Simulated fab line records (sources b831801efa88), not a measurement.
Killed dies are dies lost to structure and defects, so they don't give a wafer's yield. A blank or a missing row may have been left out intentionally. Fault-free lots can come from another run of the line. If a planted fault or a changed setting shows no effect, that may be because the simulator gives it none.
Code-filled problem report in 8D (eight disciplines) form || flow gf180mcu || the parts of the form that need people (team, actions taken, sign-off) are left out

1. WHAT IS WRONG
NSD_RS at GF_PSD_RS_MEAS_14 reads a mean of 45.15 ohm/sq on 4 wafers of 3 lots; wafers without a fault read 46.16 ohm/sq with a standard deviation of 0.098. Relative to the usual mean, that is a shift of -10 standard deviations.
The step: measures by four-point-probe.
Earliest sighting: wafer L754.4 on filmMetro-02 at day 15 11:43. At this step, 38 wafers from 13 lots have a number in the record. By rule, "out" or "out of limits" means more than 4 standard deviations away from the usual mean. The rest of the wafers with a number are treated as sound.

2. WHAT THIS IS AND IS NOT
{"question": "which readings at this step", "is": "NSD_RS", "is not": "-"}
{"question": "which lots", "is": "L754, L756, L758", "is not": "L751, L752, L753, L763, L766, L767, L768, L771, L772, L774"}
{"question": "which wafers of those lots", "is": "L754.4, L754.5, L756.5, L758.4", "is not": "L754.1, L756.2, L758.1, L758.6"}
{"question": "read on which gauges", "is": "filmMetro-02, filmMetro-03", "is not": "filmMetro-01"}
{"question": "when", "is": "from day 15 11:43", "is not": "up to then (10 sound wafers); but 24 sound wafers of L756, L758, L763, L766, L767, L768, L771, L772, L774 came after"}

3. WHAT RULES OUT EACH SUSPECT
Counting: any tool at a process step up to the reading remains a suspect provided it ran every lot that is out. Sound lots after the first of them don't rule it out here, since some wafers of a struck lot are sound.
- the gauge at GF_PSD_RS_MEAS_14 is ruled out. The wafers that are out were read on 2 gauges (filmMetro-02, filmMetro-03).
- implanter-03 at GF_NSD_IMPLANT_09: kept. Ran every lot that is out, first one L754 (day 14 13:51); last sound lot up to then L753 (day 13 23:27).
The count leaves implanter-03 at GF_NSD_IMPLANT_09.

4. THE CAUSE (what the simulator had put in)
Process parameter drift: implanter-03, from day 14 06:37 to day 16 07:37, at GF_NSD_IMPLANT_09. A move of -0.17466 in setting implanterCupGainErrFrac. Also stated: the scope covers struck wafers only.
This tool alone remained once counting was done.

5. THE CHAIN OF EFFECTS, in route order
One row per reading whose mean, taken over the struck wafers that have a number, lies over 3 standard deviations from the usual. Scope: only readings with a usual standard deviation given in the record; hours: median across lots of the time from each lot's start at the first step in this table that gives one to its start at this step; sigmas: change in usual standard deviations.
{"hours": 0, "step": "GF_NSD_STRIP_11", "reading": "stripTimeToEndpointS", "usual": "22.94 s", "on struck wafers": 23.70, "change": "+0.76", "sigmas": "+19"}
{"hours": 22, "step": "GF_PSD_RS_MEAS_14", "reading": "NSD_RS", "usual": "46.16 ohm/sq", "on struck wafers": 45.15, "change": -1.01, "sigmas": -10}
It contains these process steps:
- GF_NSD_STRIP_11: strips in O2/N2.

6. HOW IT WOULD HAVE BEEN CAUGHT EARLIER
In this record the first reading out of limits at a measuring or inspecting step was taken at day 15 11:43, 29 hours after the fault began at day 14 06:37.
Tool readings at GF_NSD_IMPLANT_09 with a usual standard deviation given in the record: none out on any struck wafer, hence no alarm at a limit of 4 standard deviations on them.
L758, from the lots that are out (3), started GF_NSD_IMPLANT_09 on implanter-03 later than day 15 11:43. Had the tool been put on hold then, it would have been spared.
